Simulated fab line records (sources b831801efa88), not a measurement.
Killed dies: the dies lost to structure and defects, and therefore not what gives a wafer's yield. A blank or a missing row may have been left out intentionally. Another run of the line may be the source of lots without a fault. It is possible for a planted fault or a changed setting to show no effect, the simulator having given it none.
Matching of chambers | flow gf180mcu | GF_MIM_CVD_05 on pecvd-04 has 3 sister chambers
The step deposits Si3N4, target thk 42 nm, time 29.086 s. 3 wafers are shown with their chamber, then 9 later ones without.

EACH WAFER AND ITS CHAMBER
wafer  | chamber | heaterPowerW (W)
L086.3 | 1       | 797
L087.2 | 0       | 658
L087.4 | 2       | 712

WAFERS MISSING THEIR CHAMBER
wafer  | heaterPowerW (W)
L089.1 | 611
L089.2 | 788
L089.4 | 788
L092.4 | 828
L092.5 | 722
L092.6 | 640
L091.1 | 818
L091.2 | 647
L091.6 | 680

EACH ONE'S CHAMBER
wafer  | from the rows above     | in truth
L089.1 | 0                       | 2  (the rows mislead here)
L089.2 | 1                       | 1
L089.4 | 1                       | 1
L092.4 | 1                       | 1
L092.5 | 2                       | 2
L092.6 | 0                       | 0
L091.1 | 1                       | 1
L091.2 | 0                       | 0
L091.6 | can't be placed: 0 or 2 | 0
Correct placement for 7 of the 9. Not placeable from these rows: 1 (in 1, the candidates include the true chamber). Wrongly placed: 1.
How it was worked out, from the rows above alone: a wafer's distance from a chamber is the root of the sum, over the readings, of the square of ((its reading less the chamber's mean) divided by the reading's scatter). If the next closest chamber is less than 2 further off than the closest, the wafer can't be placed; otherwise it belongs to the closest. Each chamber's mean is taken over the wafers shown for it. The scatter (one wafer shown for each chamber): square how far every hidden wafer sits from the nearest shown wafer, average those squares and take the square root.
